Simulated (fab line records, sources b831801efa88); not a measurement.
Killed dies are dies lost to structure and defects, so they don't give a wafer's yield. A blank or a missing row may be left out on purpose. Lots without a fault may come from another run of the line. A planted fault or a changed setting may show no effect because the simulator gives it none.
A struck lot beside a sound one | flow sky130 | 44 steps out of a route of 708
Sound: wafers L360.1, L360.3, L360.5. Struck: wafers L367.3, L367.5, L367.6. The cause comes at the end.
At each step with rows: each side's tool, then ch and its chambers, then its first start. Under that, the readings that differ: sound wafers | struck wafers | difference of the means | sigmas: that difference in standard deviations of wafers without a fault.
alike: readings whose means differ by less than 2 such deviations, and words and numbers that are the same on both sides. not compared: withheld readings, readings that some wafer has no value for, bounds like >300 that may hide the same value, and numbers for which the record gives no deviation and whose values overlap.
The two part at a step that has a row with sigmas, a row that says differs or no value, or rows on one side only. Numbers that don't overlap but have no deviation are shown without sigmas and don't part them. A reading that every wafer of one side lacks parts them only if that side has two wafers or more.

first, 3 steps without rows for these wafers: SKY_FIELD_ISO_CLEAN_20 (cleans in dHF, time 20 s); SKY_FIELD_ISO_WET_ETCH_21 (etches SiO2 in dHF, target depth 20 nm, time 400 s); SKY_FIELD_ISO_OXIDATION_22 (stabilise 600 s, purge 300 s, target thk 10 nm).
SKY_FIELD_ISO_THK_MEAS_23:
  sound on film_metro-02, day 2 13:40; struck on film_metro-02, day 3 23:29
  alike: FIELD_ISO_OXIDATION_01_THK
then, 1 step without rows for these wafers: SKY_FIELD_ISO_CVD_24 (deposits SiO2, target thk 595 nm, time 99.2 s).
SKY_FIELD_ISO_THK_MEAS_25:
  sound on film_metro-03, day 2 13:47; struck on film_metro-03, day 3 23:38
  alike: FIELD_ISO_CVD_24_THK
then, 1 step without rows for these wafers: SKY_FIELD_ISO_ANNEAL_26 (time 1800 s).
SKY_FIELD_ISO_CMP_27: polishes, stops on Si3N4, t overpolish 16 s, target thk 457.8 nm.
  sound on cmp-01 ch 1,3, day 2 16:33; struck on cmp-02 ch 0,1,2, day 4 02:28
  alike: head_pressure_psi, motor_current_A, overpolish_run_s, retaining_ring_pressure_frac, slurry_filter_dp_kPa, time_to_endpoint_s
then, 4 steps without rows for these wafers: SKY_FIELD_ISO_WET_ETCH_28 (etches SiO2 in dHF, target depth 23.7 nm, time 47 s); SKY_FIELD_ISO_WET_ETCH_29 (etches Si3N4 in H3PO4, target depth 160 nm, time 1825 s); SKY_FIELD_ISO_WET_ETCH_30 (etches SiO2 in dHF, target depth 25 nm, time 50 s); SKY_NWELL_CLEAN_00 (cleans in SC1/SC2, time 150 s).
SKY_NWELL_OXIDATION_01: stabilise 600 s, purge 300 s, target thk 10 nm.
  sound on furnace-01 ch 0, day 2 18:04; struck on furnace-01 ch 0, day 4 04:02
  reading                                      | sound                | struck              | difference | sigmas
  spike_tc_bottom_C (C)                        | 917.2 917.5 915.4    | 938.7 936.3 938.1   | +21.0      | +23
  spike_tc_centre_C (C)                        | 899.5 901.2 900.1    | 920.8 919.8 919.6   | +19.8      | +20
  spike_tc_lower_C (C)                         | 899.1 902.1 898.8    | 920.5 920.3 920.5   | +20.4      | +22
  spike_tc_top_C (C)                           | 921 922 920          | 940 940 941         | +19        | +2
  spike_tc_upper_C (C)                         | 900.1 900.5 898.9    | 922.1 920.3 921.7   | +21.5      | +22
  tube_center_temp_C (C)                       | 899.85 900.04 899.95 | 920.59 920.62 920.7 | +20.69     | +99 or more
  tube_center_temp_C_max                       | 901.7 902.8 901.9    | 923.0 923.1 922.8   | +20.8      | +52
  model.SiO2_of_NWELL_OXIDATION_01.thk_nm (nm) | 9.892 9.944 9.884    | 12.62 12.61 12.55   | +2.69      |
  alike: zone_power_centre_pct, zone_power_upper_pct
SKY_NWELL_THK_MEAS_02:
  sound on film_metro-01, day 2 19:28; struck on film_metro-02, day 4 05:26
  reading                  | sound          | struck            | difference | sigmas
  NWELL_OXIDATION_THK (nm) | 9.87 9.95 9.82 | 12.57 12.60 12.53 | +2.69      | +18
then, 8 steps without rows for these wafers: SKY_DNWELL_DEHYDRATE_00 (time 60 s); SKY_DNWELL_HMDS_01 (prime time 60 s); SKY_DNWELL_COAT_02 (resist thk 3000 nm); SKY_DNWELL_SOFTBAKE_03; SKY_DNWELL_EXPOSE_04 (exposes mask DNM, target cd 3000 nm); SKY_DNWELL_PEB_05; SKY_DNWELL_DEVELOP_06 (develop time 60 s); SKY_DNWELL_IMPLANT_07.
SKY_DNWELL_STRIP_08: strips in O2/N2.
  sound on plasma_asher-04 ch 0,1, day 3 11:14; struck on plasma_asher-04 ch 0,1, day 4 23:07
  alike: drypump_motor_current_A, oes_product_au, strip_time_to_endpoint_s
  not compared: rf_hours_counter_h
SKY_DNWELL_TW_MEAS_09:
  sound on film_metro-02, day 3 11:20; struck on film_metro-01, day 4 23:12
  reading   | sound          | struck         | difference | sigmas
  DNWELL_TW | 1135 1138 1143 | 1093 1094 1096 | -44        | -3
then, 7 steps without rows for these wafers: SKY_PWDE_DEHYDRATE_00 (time 60 s); SKY_PWDE_HMDS_01 (prime time 60 s); SKY_PWDE_COAT_02 (resist thk 3000 nm); SKY_PWDE_SOFTBAKE_03; SKY_PWDE_EXPOSE_04 (exposes mask PWDEM, target cd 840 nm); SKY_PWDE_PEB_05; SKY_PWDE_DEVELOP_06 (develop time 60 s).
SKY_PWDE_OVL_MEAS_07:
  sound on overlay-02, day 4 03:56; struck on overlay-02, day 5 16:47
  alike: PWDE_OVL
then, 1 step without rows for these wafers: SKY_PWDE_IMPLANT_08.
SKY_PWDE_STRIP_09: strips in O2/N2.
  sound on plasma_asher-04 ch 0,1, day 4 04:08; struck on plasma_asher-04 ch 0,1, day 5 17:00
  reading                      | sound             | struck            | difference | sigmas
  strip_time_to_endpoint_s (s) | 37.00 36.84 36.84 | 36.99 37.15 37.10 | +0.19      | +2
  alike: drypump_motor_current_A, oes_product_au
  not compared: rf_hours_counter_h
SKY_PWDE_TW_MEAS_10:
  sound on film_metro-01, day 4 04:14; struck on film_metro-04, day 5 17:05
  alike: PWDE_TW
then, 7 steps without rows for these wafers: SKY_NWELL_DEHYDRATE_03 (time 60 s); SKY_NWELL_HMDS_04 (prime time 60 s); SKY_NWELL_COAT_05 (resist thk 3000 nm); SKY_NWELL_SOFTBAKE_06; SKY_NWELL_EXPOSE_07 (exposes mask NWM, target cd 840 nm); SKY_NWELL_PEB_08; SKY_NWELL_DEVELOP_09 (develop time 60 s).
-- the record jumps here: 10 days lie between the struck wafers' starts before and after (it left off in module NWELL and takes up again in module SONOS_ONO, whose first step shown is number 183 of the route) --
SKY_SONOS_ONO_ETCH_15: etches the open film in CHF3/O2, target depth 19.52 nm, time 7.8 s.
  sound on rie_diel-01 ch 1,3, day 13 00:08; struck on rie_diel-03 ch 0,1,2, day 15 08:32
  reading                                      | sound             | struck            | difference | sigmas
  throttle_valve_pct (%)                       | 8.821 8.840 8.833 | 8.818 8.819 8.800 | -0.019     | -2
  model.SiO2_of_NWELL_OXIDATION_01.thk_nm (nm) | 5.323 5.414 5.308 | 8.126 8.093 8.074 | +2.749     |
  alike: drypump_motor_current_A, oes_product_au
  not compared: rf_hours_counter_h
-- the record jumps here: 33 days lie between the struck wafers' starts before and after (it left off in module SONOS_ONO and takes up again in module PAD_OPEN, whose first step shown is number 708 of the route) --
SKY_PAD_OPEN_PROBE_99:
  sound on prober-01, day 46 05:00; struck on prober-02, day 47 20:48
  reading                                   | sound                   | struck                  | difference | sigmas
  model.etest.pfet_01v8_mvt.off_log10_a_um  | -10.01 -10.08 -9.977    | -11.02 -10.9 -11.04     | -0.96      |
  model.etest.pfet_g5v0d10v5.off_log10_a_um | -12.69 -12.61 -12.68    | -13.14 -12.85 -13.25    | -0.42      |
  model.etest.pfet_01v8_mvt.vt_sat_v (V)    | -0.5203 -0.5259 -0.5105 | -0.5981 -0.5851 -0.6004 | -0.0756    |
  model.etest.pfet_01v8_mvt.vt_v (V)        | -0.6129 -0.6142 -0.6063 | -0.6788 -0.6707 -0.6813 | -0.0658    |
  model.etest.pfet_01v8_mvt.vt_long_v (V)   | -0.8252 -0.8224 -0.8194 | -0.8802 -0.8748 -0.881  | -0.0563    |
  model.etest.pfet_16v.vt_v (V)             | -1.117 -1.102 -1.108    | -1.142 -1.137 -1.137    | -0.030     |
  model.etest.pfet_g5v0d10v5.vt_long_v (V)  | -0.9383 -0.9316 -0.9342 | -0.968 -0.9564 -0.9644  | -0.028     |
  alike: killed_at_M0_to_M3, killed_at_M4_up, killed_at_contacts, killed_at_front_end, killed_at_other, killed_dies, killed_open, killed_short

WHERE THEY PART
First at SKY_NWELL_OXIDATION_01; last, within this record, at SKY_SONOS_ONO_ETCH_15. Later steps at which nothing parts them and some readings are alike: SKY_PAD_OPEN_PROBE_99.

WHY: what the simulator had put in
Process parameter drift: furnace-01, from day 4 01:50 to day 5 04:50, at SKY_NWELL_OXIDATION_01. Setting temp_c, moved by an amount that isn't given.
